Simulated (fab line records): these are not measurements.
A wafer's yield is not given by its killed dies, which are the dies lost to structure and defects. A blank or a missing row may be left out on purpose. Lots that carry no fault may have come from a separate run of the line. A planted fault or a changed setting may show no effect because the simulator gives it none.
Which tool was responsible? + flow gf180mcu + 12 lots with 36 wafers sampled at 3 steps, on a route of 602 steps

WHAT THE GAUGES READ, wafer by wafer
GF_V5_THK_MEAS_01.
| lot  | measured     | on            | V5_CVD_00_THK (nm) |
|------|--------------|---------------|--------------------|
| L717 | day 26 10:51 | film_metro-02 | 304 305 303        |
| L718 | day 26 21:34 | film_metro-02 | 300 297 298        |
| L719 | day 27 03:40 | film_metro-02 | 304 297 301        |
| L720 | day 27 12:55 | film_metro-04 | 304 302 304        |
| L722 | day 28 03:32 | film_metro-01 | 299 298 298        |
| L723 | day 28 18:46 | film_metro-01 | 297 298 302        |
| L729 | day 30 07:13 | film_metro-01 | 300 300 303        |
| L731 | day 30 19:31 | film_metro-02 | 303 299 299        |
| L732 | day 30 23:34 | film_metro-01 | 303 305 302        |
| L733 | day 31 02:11 | film_metro-02 | 297 304 300        |
| L735 | day 31 19:42 | film_metro-02 | 295 294 293        |
| L737 | day 32 07:32 | film_metro-02 | 297 294 297        |

GF_V5_RS_MEAS_24: the measuring method here is four-point-probe.
| lot  | measured     | on            | V5_W_RS (ohm/sq)     |
|------|--------------|---------------|----------------------|
| L717 | day 27 09:40 | film_metro-04 | 0.3298 0.3237 0.3280 |
| L718 | day 27 19:25 | film_metro-02 | 0.3270 0.3234 0.3255 |
| L719 | day 28 02:02 | film_metro-01 | 0.3291 0.3322 0.3257 |
| L720 | day 28 10:28 | film_metro-02 | 0.3291 0.3359 0.3289 |
| L722 | day 29 00:40 | film_metro-02 | 0.3296 0.3284 0.3289 |
| L723 | day 29 15:46 | film_metro-02 | 0.3296 0.3309 0.3286 |
| L729 | day 31 03:38 | film_metro-02 | 0.3335 0.3326 0.3357 |
| L731 | day 31 14:37 | film_metro-02 | 0.3355 0.3313 0.3342 |
| L732 | day 31 19:31 | film_metro-02 | 0.3338 0.3343 0.3352 |
| L733 | day 31 21:23 | film_metro-02 | 0.3267 0.3253 0.3247 |
| L735 | day 32 14:06 | film_metro-02 | 0.3247 0.3274 0.3285 |
| L737 | day 33 01:55 | film_metro-02 | 0.3309 0.3242 0.3341 |

EACH LOT AND THE TOOL THAT RAN IT (in order: tool; ch and the chambers of the sampled wafers; start)
| lot  | GF_V5_STRIP_18                       |
|------|--------------------------------------|
| L717 | plasma_asher-04 ch 0,1, day 27 08:55 |
| L718 | plasma_asher-02 ch 0,1, day 27 18:41 |
| L719 | plasma_asher-04 ch 0,1, day 28 01:16 |
| L720 | plasma_asher-01 ch 0,1, day 28 09:43 |
| L722 | plasma_asher-04 ch 0,1, day 28 23:56 |
| L723 | plasma_asher-02 ch 0,1, day 29 15:02 |
| L729 | plasma_asher-04 ch 0,1, day 31 02:52 |
| L731 | plasma_asher-02 ch 0,1, day 31 13:52 |
| L732 | plasma_asher-01 ch 0,1, day 31 18:41 |
| L733 | plasma_asher-04 ch 0,1, day 31 20:38 |
| L735 | plasma_asher-02 ch 0,1, day 32 13:21 |
| L737 | plasma_asher-01 ch 0,1, day 33 01:10 |
- GF_V5_STRIP_18: strips in O2/N2.

WHAT THE TOOLS THEMSELVES READ (means of the sampled wafers that have a number; where no wafer has one, the mark that the record gives instead)
GF_V5_STRIP_18.
| lot  | tool            | drypump_motor_current_A (A) | heater_power_w (W) | oes_product_au (a.u.) | platen_temp_c (C) |
|------|-----------------|-----------------------------|--------------------|-----------------------|-------------------|
| L717 | plasma_asher-04 | 5.9                         | 319                | 0.568                 | 250.03            |
| L718 | plasma_asher-02 | 5.8                         | 327                | 0.565                 | 249.96            |
| L719 | plasma_asher-04 | 5.9                         | 317                | 0.565                 | 250.03            |
| L720 | plasma_asher-01 | 5.5                         | 312                | 0.570                 | 249.93            |
| L722 | plasma_asher-04 | 6.0                         | 353                | 0.564                 | 249.82            |
| L723 | plasma_asher-02 | 5.8                         | 327                | 0.567                 | 249.79            |
| L729 | plasma_asher-04 | 5.9                         | 321                | 0.575                 | 249.99            |
| L731 | plasma_asher-02 | 5.3                         | 301                | 0.572                 | 249.95            |
| L732 | plasma_asher-01 | 5.6                         | 329                | 0.575                 | 249.93            |
| L733 | plasma_asher-04 | 6.0                         | 339                | 0.567                 | 249.97            |
| L735 | plasma_asher-02 | 5.3                         | 296                | 0.570                 | 249.91            |
| L737 | plasma_asher-01 | 5.5                         | 309                | 0.568                 | 250.01            |

THE ANSWER, worked out from the rows above alone
Rule: what is usual is taken from the lots themselves. The widest of any qualifying gaps counts: lots, ordered by their means at a reading, are off when they make up no more than a third of the lots, leave a main group of 4 or more, and stand apart from it by 3 or more times the standard deviation of that group's means. A main group whose means are all the same, to the digits that the tables above print for the reading, isn't used. Also off: a lot with no number at a reading for which 4 or more lots have one. All remaining lots with rows at the step are treated as sound. The gauges are gone through in route order, then the tools' own readings, and for those a lot's mean is taken as printed above. At the first step where some lot is off, the reading lying furthest off is the one used; lots without a number count as furthest.
Across all readings shown, no lot is off: no conclusion can be drawn from this.

WHAT THE SIMULATOR HAD INSERTED
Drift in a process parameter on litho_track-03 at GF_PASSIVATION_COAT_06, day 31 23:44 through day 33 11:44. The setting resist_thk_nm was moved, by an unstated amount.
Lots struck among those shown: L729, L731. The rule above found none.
